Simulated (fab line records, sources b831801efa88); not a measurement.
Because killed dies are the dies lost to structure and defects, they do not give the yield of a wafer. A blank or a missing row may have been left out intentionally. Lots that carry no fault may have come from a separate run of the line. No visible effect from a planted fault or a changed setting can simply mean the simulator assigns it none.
A struck lot beside a sound one	flow gf180mcu	17 steps out of a route of 602
Sound: wafers L232.1, L232.2, L232.6. The struck wafers were L234.3, L234.4, L234.6. The cause is named last.
For every step that has rows: the tool of each side, followed by ch and its chambers, followed by its first start. Under that, the readings that differ: sound wafers	struck wafers	difference of the means	sigmas: that difference in standard deviations of wafers without a fault.
alike: readings whose means differ by less than 2 such deviations, and words and numbers that are the same on both sides. not compared: withheld readings, readings that some wafer has no value for, bounds like >300 that may hide the same value, and numbers for which the record gives no deviation and whose values overlap.
The two part at a step that has a row with sigmas, a row that says differs or no value, or rows on one side only. When numbers do not overlap yet have no deviation, they are printed without sigmas and do not part them. A reading that every wafer of one side lacks parts them only if that side has two wafers or more.

first, 3 steps without rows for these wafers: GF_V2_EXPOSE_11 (exposes mask Via2, target cd 260 nm); GF_V2_PEB_12 (peb time 90 s); GF_V2_DEVELOP_13 (develop time 60 s).
GF_V2_CD_MEAS_14: the cd target is 260 nm.
  sound: cd sem-01 at day 22 10:10; struck: cd sem-02 at day 23 08:59
  alike: cd nm
GF_V2_OVL_MEAS_15:
  sound: overlay-01 at day 22 10:17; struck: overlay-01 at day 23 09:04
  alike: V2_OVL
GF_V2_ETCH_16: etches BARC in N2/H2.
  sound on rie diel-01 ch 0,1,2, day 22 10:19; struck on rie diel-02 ch 0,1,3, day 23 09:05
  alike: drypump motor current A, oes product au, throttle valve pct
GF_V2_ETCH_17: etches SiO2 in C4F8/O2/Ar, stops on TiN, target depth 630 nm.
  sound: rie diel-01 ch 0,1,2; struck: rie diel-02 ch 0,1,3
  alike: oes product au
GF_V2_STRIP_18: strips in O2/N2.
  sound on plasma asher-04 ch 0,1, day 22 10:27; struck on plasma asher-03 ch 0,1, day 23 09:15
  alike: drypump motor current A, heater power w, oes product au, platen temp c
  not compared: rf hours counter h
then, 3 steps without rows for these wafers: GF_V2_STRIP_19 (strips in post etch residue remover, time 1200 s); GF_V2_CLEAN_20 (cleans in DIW); GF_V2_SPUTTER_21 (material Ti, target thk 15 nm, time 80.02 s).
GF_V2_SPUTTER_22: material TiN, target thk 10 nm, time 40 s.
  sound: pvd sputter-02 at day 22 11:04; struck: pvd sputter-04 at day 23 09:52
  alike: chamber pressure pa, throttle valve pct
GF_V2_CVD_23: deposits W, target thk 350 nm, time 104.94 s.
  sound on cvd w-02 ch 0,1, day 22 11:06; struck on cvd w-02 ch 0,1, day 23 09:56
reading	sound	struck	difference	sigmas
model.W_of_V2_CVD_23.thk nm (nm)	348.3 348.5 352.5	308.3 306.6 305.1	-43.1	
  alike: heater power w
GF_V2_RS_MEAS_24: measures by four-point-probe.
  sound: film metro-02 at day 22 11:13; struck: film metro-03 at day 23 10:04
reading	sound	struck	difference	sigmas
V2_W_RS (ohm/sq)	0.329 0.329 0.325	0.372 0.375 0.376	+0.047	+14
GF_V2_THK_MEAS_25: measures by xrf.
  sound: film metro-02 at day 22 11:20; struck: film metro-03 at day 23 10:10
reading	sound	struck	difference	sigmas
V2_W_THK (nm)	366 365 368	319 317 315	-49	-8
GF_V2_CMP_26: polishes, stops on SiO2, t overpolish 15 s, target thk 0 nm.
  sound on cmp-02 ch 0,1,2, day 22 11:23; struck on cmp-02 ch 1,2,3, day 23 10:18
reading	sound	struck	difference	sigmas
time to endpoint s (s)	83 86 85	72 72 68	-14	-4
  alike: edge zone pressure frac, motor current A
GF_PASSIVATION_PROBE_99:
  the record holds rows for the sound wafers here (prober-01, day 30 16:53) but none for the struck ones

WHERE THEY PART
Earliest at GF_V2_RS_MEAS_24; latest, in this record, at GF_PASSIVATION_PROBE_99.

WHY: what had been put in by the simulator
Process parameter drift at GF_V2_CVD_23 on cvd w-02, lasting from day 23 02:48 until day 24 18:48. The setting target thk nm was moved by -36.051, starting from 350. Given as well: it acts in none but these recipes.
